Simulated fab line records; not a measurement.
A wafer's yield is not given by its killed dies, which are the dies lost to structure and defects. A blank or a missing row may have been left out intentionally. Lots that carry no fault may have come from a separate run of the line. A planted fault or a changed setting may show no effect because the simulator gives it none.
Which tool was responsible? | flow sky130 | Sampling: 24 lots, 72 wafers, 6 of 708 route steps

== WHAT EACH GAUGE READ, for each wafer ==
SKY_VT_ADJUST_HVTP_OVL_MEAS_08. Usual: VT_ADJUST_HVTP_OVL typically reads 1.2 nm, with standard deviation 1.4.
lot  | measured     | on         | VT_ADJUST_HVTP_OVL (nm) | flag
L074 | day 5 23:43  | overlay-01 | 1.3 1.3 -0.3            |
L075 | day 6 05:10  | overlay-01 | 0.8 0.8 -0.2            |
L076 | day 6 11:35  | overlay-02 | 0.9 1.6 3.8             |
L077 | day 6 19:53  | overlay-02 | 0.3 0.5 1.7             |
L078 | day 7 00:26  | overlay-01 | 2.9 2.9 1.9             |
L079 | day 7 05:22  | overlay-01 | 1.5 1.7 1.7             |
L080 | day 7 15:52  | overlay-01 | 0.9 2.5 1.4             |
L081 | day 7 21:52  | overlay-02 | 3.4 0.9 2.4             |
L082 | day 8 01:25  | overlay-02 | 0.1 2.8 -1.6            |
L083 | day 8 09:46  | overlay-01 | 1.1 0.9 2.0             |
L084 | day 8 19:55  | overlay-02 | -0.5 0.9 1.0            |
L085 | day 8 23:55  | overlay-01 | 0.1 2.6 1.4             |
L086 | day 9 05:55  | overlay-02 | 0.7 2.1 -0.8            |
L087 | day 9 14:20  | overlay-01 | 1.3 3.2 0.5             |
L088 | day 9 21:37  | overlay-01 | 1.3 2.1 2.7             |
L089 | day 10 01:10 | overlay-02 | -0.3 3.7 1.8            |
L090 | day 10 13:13 | overlay-02 | 0.7 -0.7 0.0            |
L091 | day 10 20:52 | overlay-02 | 2.3 3.0 1.9             |
L092 | day 11 03:37 | overlay-02 | 1.5 2.6 2.8             |
L093 | day 11 06:25 | overlay-02 | 1.7 1.7 1.2             |
L094 | day 11 16:07 | overlay-01 | 2.1 0.1 2.2             |
L095 | day 12 01:01 | overlay-01 | 1.1 -0.9 -0.9           |
L096 | day 12 02:28 | overlay-02 | -0.9 -0.2 0.2           |
L097 | day 12 12:01 | overlay-02 | -0.4 1.2 1.7            |

SKY_VT_ADJUST_HVTP_TW_MEAS_11. Usual: VT_ADJUST_HVTP_TW typically reads 1363, with standard deviation 7.3.
lot  | measured     | on            | VT_ADJUST_HVTP_TW | flag
L074 | day 6 00:02  | film_metro-02 | 1368 1369 1371    |
L075 | day 6 05:28  | film_metro-04 | 1344 1347 1354    |
L076 | day 6 11:53  | film_metro-02 | 1368 1360 1361    |
L077 | day 6 20:10  | film_metro-01 | 1358 1359 1354    |
L078 | day 7 00:44  | film_metro-02 | 1360 1367 1374    |
L079 | day 7 05:39  | film_metro-01 | 1357 1360 1363    |
L080 | day 7 16:09  | film_metro-04 | 1356 1347 1352    |
L081 | day 7 22:09  | film_metro-02 | 1367 1370 1376    |
L082 | day 8 01:42  | film_metro-02 | 1362 1365 1368    |
L083 | day 8 10:03  | film_metro-04 | 1353 1358 1352    |
L084 | day 8 20:12  | film_metro-02 | 1361 1364 1368    |
L085 | day 9 00:12  | film_metro-04 | 1354 1357 1360    |
L086 | day 9 06:13  | film_metro-02 | 1377 1375 1368    |
L087 | day 9 14:40  | film_metro-02 | 1373 1369 1369    |
L088 | day 9 21:54  | film_metro-01 | 1363 1361 1363    |
L089 | day 10 01:27 | film_metro-02 | 1358 1367 1355    |
L090 | day 10 13:30 | film_metro-04 | 1364 1378 1369    |
L091 | day 10 21:09 | film_metro-01 | 1364 1363 1364    |
L092 | day 11 03:55 | film_metro-02 | 1359 1350 1359    |
L093 | day 11 06:42 | film_metro-01 | 1356 1356 1356    |
L094 | day 11 16:24 | film_metro-01 | 1354 1362 1356    |
L095 | day 12 01:19 | film_metro-04 | 1361 1360 1360    |
L096 | day 12 02:46 | film_metro-02 | 1363 1357 1369    |
L097 | day 12 12:18 | film_metro-02 | 1369 1364 1361    |

SKY_VT_ADJUST_HVTR_TW_MEAS_11. Usual: VT_ADJUST_HVTR_TW typically reads 210.4, with standard deviation 1.4.
lot  | measured     | on            | VT_ADJUST_HVTR_TW | flag
L074 | day 9 10:27  | film_metro-04 | 209.4 210.9 210.7 |
L075 | day 9 17:46  | film_metro-01 | 211.7 212.0 212.1 |
L076 | day 10 00:53 | film_metro-03 | 209.4 209.7 208.0 |
L077 | day 10 12:43 | film_metro-01 | 210.4 210.0 211.3 |
L078 | day 10 18:38 | film_metro-04 | 211.7 212.0 212.0 |
L079 | day 11 01:24 | film_metro-01 | 210.6 210.1 210.7 |
L080 | day 11 14:18 | film_metro-03 | 207.5 207.6 207.2 |
L081 | day 11 22:46 | film_metro-04 | 210.1 209.6 209.8 |
L082 | day 12 01:22 | film_metro-03 | 208.8 210.5 209.8 |
L083 | day 12 11:09 | film_metro-01 | 209.7 210.0 210.3 |
L084 | day 12 23:25 | film_metro-01 | 209.7 211.8 211.9 |
L085 | day 13 03:55 | film_metro-03 | 208.2 208.3 209.9 |
L086 | day 13 08:19 | film_metro-04 | 211.1 212.0 211.7 |
L087 | day 13 20:02 | film_metro-03 | 207.3 207.5 207.8 |
L088 | day 14 03:27 | film_metro-01 | 209.8 210.1 212.2 |
L089 | day 14 08:43 | film_metro-01 | 211.1 211.9 211.7 |
L090 | day 14 19:54 | film_metro-01 | 210.5 210.5 210.0 |
L091 | day 15 05:45 | film_metro-01 | 212.6 210.5 211.7 |
L092 | day 15 13:55 | film_metro-04 | 212.8 211.8 211.2 |
L093 | day 15 16:36 | film_metro-01 | 212.0 212.5 212.3 |
L094 | day 16 05:04 | film_metro-03 | 208.6 207.4 206.1 |
L095 | day 16 14:22 | film_metro-04 | 210.3 209.9 210.3 |
L096 | day 16 16:34 | film_metro-04 | 211.1 210.4 209.8 |
L097 | day 17 02:27 | film_metro-01 | 211.9 211.5 210.2 |

SKY_SONOS_TUNNEL_TW_MEAS_12. Usual: SONOS_TUNNEL_TW typically reads 197.0, with standard deviation 1.4.
lot  | measured     | on            | SONOS_TUNNEL_TW   | flag
L074 | day 11 10:46 | film_metro-02 | 197.1 196.6 198.9 |
L075 | day 11 18:52 | film_metro-03 | 194.4 193.7 194.7 |
L076 | day 12 03:53 | film_metro-02 | 198.6 197.0 197.4 |
L077 | day 12 16:56 | film_metro-03 | 194.7 197.1 196.0 |
L078 | day 12 22:57 | film_metro-04 | 196.0 197.2 196.2 |
L079 | day 13 06:01 | film_metro-02 | 197.0 196.8 197.4 |
L080 | day 13 17:46 | film_metro-04 | 197.3 197.3 196.9 |
L081 | day 14 02:39 | film_metro-02 | 198.4 199.0 198.2 |
L082 | day 14 05:49 | film_metro-03 | 194.5 194.7 195.6 |
L083 | day 14 15:01 | film_metro-04 | 197.1 197.3 197.4 |
L084 | day 15 04:13 | film_metro-02 | 199.6 197.4 198.8 |
L085 | day 15 09:13 | film_metro-02 | 198.6 197.9 198.5 |
L086 | day 15 15:17 | film_metro-02 | 199.5 198.0 198.0 |
L087 | day 16 03:55 | film_metro-04 | 196.7 196.6 195.5 |
L088 | day 16 12:43 | film_metro-04 | 196.6 197.2 195.6 |
L089 | day 16 18:31 | film_metro-04 | 195.6 196.1 196.1 |
L090 | day 17 06:28 | film_metro-04 | 198.4 197.8 197.6 |
L091 | day 17 18:35 | film_metro-04 | 197.6 197.7 196.7 |
L092 | day 18 02:53 | film_metro-04 | 197.2 197.1 197.1 |
L093 | day 18 05:49 | film_metro-03 | 194.9 195.3 195.5 |
L094 | day 18 19:08 | film_metro-02 | 197.1 196.9 198.3 |
L095 | day 19 05:11 | film_metro-04 | 198.6 197.0 196.9 |
L096 | day 19 07:40 | film_metro-03 | 194.6 194.1 193.3 |
L097 | day 19 18:31 | film_metro-04 | 199.2 198.4 196.9 |

SKY_SONOS_ONO_THK_MEAS_01. Usual: SONOS_ONO_OXIDATION_THK typically reads 2.58 nm, with standard deviation 0.053.
lot  | measured     | on            | SONOS_ONO_OXIDATION_THK (nm) | flag
L074 | day 11 12:11 | film_metro-03 | 2.54 2.58 2.58               |
L075 | day 11 20:17 | film_metro-03 | 2.52 2.57 2.58               |
L076 | day 12 06:16 | film_metro-03 | 2.60 2.60 2.62               |
L077 | day 12 21:55 | film_metro-02 | 2.51 2.60 2.54               |
L078 | day 13 04:22 | film_metro-03 | 2.59 2.49 2.53               |
L079 | day 13 09:14 | film_metro-01 | 2.58 2.60 2.60               |
L080 | day 13 19:59 | film_metro-02 | 2.52 2.52 2.57               |
L081 | day 14 04:05 | film_metro-01 | 2.51 2.53 2.52               |
L082 | day 14 08:11 | film_metro-01 | 2.53 2.50 2.48               |
L083 | day 14 17:02 | film_metro-01 | 2.53 2.50 2.55               |
L084 | day 15 06:38 | film_metro-03 | 2.58 2.60 2.51               |
L085 | day 15 11:25 | film_metro-01 | 2.48 2.58 2.52               |
L086 | day 15 16:42 | film_metro-03 | 2.59 2.59 2.58               |
L087 | day 16 06:13 | film_metro-03 | 2.52 2.53 2.51               |
L088 | day 16 14:40 | film_metro-03 | 2.61 2.63 2.59               |
L089 | day 16 20:51 | film_metro-02 | 2.60 2.61 2.62               |
L090 | day 17 09:03 | film_metro-02 | 2.57 2.59 2.54               |
L091 | day 17 20:00 | film_metro-01 | 2.63 2.65 2.65               |
L092 | day 18 06:23 | film_metro-03 | 2.60 2.62 2.70               |
L093 | day 18 07:14 | film_metro-01 | 2.65 2.60 2.62               |
L094 | day 18 21:09 | film_metro-02 | 2.56 2.53 2.61               |
L095 | day 19 06:37 | film_metro-02 | 2.58 2.50 2.62               |
L096 | day 19 10:02 | film_metro-01 | 2.58 2.68 2.59               |
L097 | day 19 21:04 | film_metro-01 | 2.60 2.68 2.59               |

== TOOL THAT RAN EACH LOT (tool first, then ch and the chambers of the sampled wafers, then the start) ==
lot  | SKY_FIELD_ISO_STRIP_16
L074 | plasma_asher-04 ch 1, day 2 04:04
L075 | plasma_asher-02 ch 0,1, day 2 09:07
L076 | plasma_asher-03 ch 0,1, day 2 14:39
L077 | plasma_asher-03 ch 0,1, day 2 19:51
L078 | plasma_asher-04 ch 0,1, day 3 01:57
L079 | plasma_asher-03 ch 0,1, day 3 06:10
L080 | plasma_asher-04 ch 0,1, day 3 11:31
L081 | plasma_asher-03 ch 0,1, day 3 18:28
L082 | plasma_asher-03 ch 0,1, day 3 21:34
L083 | plasma_asher-02 ch 0,1, day 4 03:55
L084 | plasma_asher-02 ch 0,1, day 4 11:16
L085 | plasma_asher-03 ch 0,1, day 4 15:34
L086 | plasma_asher-04 ch 0,1, day 4 19:37
L087 | plasma_asher-02 ch 0,1, day 5 00:24
L088 | plasma_asher-02 ch 0,1, day 5 04:40
L089 | plasma_asher-03 ch 0,1, day 5 11:10
L090 | plasma_asher-03 ch 0,1, day 5 15:22
L091 | plasma_asher-02 ch 0,1, day 5 21:31
L092 | plasma_asher-04 ch 0,1, day 6 04:58
L093 | plasma_asher-03 ch 0,1, day 6 07:28
L094 | plasma_asher-02 ch 1, day 6 12:01
L095 | plasma_asher-02 ch 0,1, day 6 18:07
L096 | plasma_asher-04 ch 0,1, day 6 22:31
L097 | plasma_asher-03 ch 1, day 7 05:49
- SKY_FIELD_ISO_STRIP_16: strips in O2/N2.

== WHAT THE TOOLS THEMSELVES READ (means of the sampled wafers that have a number; where no wafer has one, the mark that the record gives instead) ==
SKY_FIELD_ISO_STRIP_16. Usual: drypump_motor_current_A 5.8 A, standard deviation 0.57; o2_flow_sccm 3000 sccm, standard deviation 8.6; oes_product_au 0.377 a.u., standard deviation 0.0048; strip_time_to_endpoint_s 3.53 s, standard deviation 0.035.
lot  | tool            | drypump_motor_current_A (A) | o2_flow_sccm (sccm) | oes_product_au (a.u.) | strip_time_to_endpoint_s (s) | flag
L074 | plasma_asher-04 | 5.7                         | 3000                | 0.375                 | 3.56                         |
L075 | plasma_asher-02 | 5.7                         | 2998                | 0.378                 | 3.55                         |
L076 | plasma_asher-03 | 5.6                         | 3002                | 0.375                 | 3.51                         |
L077 | plasma_asher-03 | 6.1                         | 3008                | 0.378                 | 3.55                         |
L078 | plasma_asher-04 | 5.8                         | 3004                | 0.374                 | 3.53                         |
L079 | plasma_asher-03 | 5.6                         | 3000                | 0.379                 | 3.49                         |
L080 | plasma_asher-04 | 5.9                         | 2998                | 0.375                 | 3.51                         |
L081 | plasma_asher-03 | 5.6                         | 3006                | 0.380                 | 3.59                         |
L082 | plasma_asher-03 | 6.1                         | 3006                | 0.379                 | 3.57                         |
L083 | plasma_asher-02 | 5.7                         | 2998                | 0.375                 | 3.50                         |
L084 | plasma_asher-02 | 5.9                         | 3004                | 0.377                 | 3.48                         |
L085 | plasma_asher-03 | 5.6                         | 2994                | 0.379                 | 3.56                         |
L086 | plasma_asher-04 | 5.8                         | 2992                | 0.375                 | 3.54                         |
L087 | plasma_asher-02 | 5.7                         | 3005                | 0.374                 | 3.55                         |
L088 | plasma_asher-02 | 5.7                         | 2999                | 0.377                 | 3.57                         |
L089 | plasma_asher-03 | 6.1                         | 2991                | 0.376                 | 3.57                         |
L090 | plasma_asher-03 | 6.1                         | 2998                | 0.370                 | 3.52                         |
L091 | plasma_asher-02 | 5.7                         | 2998                | 0.379                 | 3.53                         |
L092 | plasma_asher-04 | 5.9                         | 2987                | 0.379                 | 3.54                         |
L093 | plasma_asher-03 | 5.5                         | 3003                | 0.374                 | 3.52                         |
L094 | plasma_asher-02 | 6.0                         | 2993                | 0.381                 | 3.52                         |
L095 | plasma_asher-02 | 5.7                         | 3005                | 0.380                 | 3.53                         |
L096 | plasma_asher-04 | 5.9                         | 3008                | 0.381                 | 3.53                         |
L097 | plasma_asher-03 | 6.7                         | 3007                | 0.380                 | 3.56                         |

== THE ANSWER, worked out from the rows above alone ==
Rule: take the mean of a lot's wafers that have a number; if it is more than 3 standard deviations from the usual mean, the lot is off. A lot without any number at a reading at which 4 lots or more have one is off too. Where the step has rows for the other lots, those lots are counted as sound. First the gauges in route order, then the tools' own readings, where a lot's mean is used as printed above. The first step at which some lot is off is used, and at that step the reading that is off furthest; a lot without a number counts as furthest.
No lot is off at any reading shown: from this, nothing can be told.

== WHAT THE SIMULATOR HAD INSERTED ==
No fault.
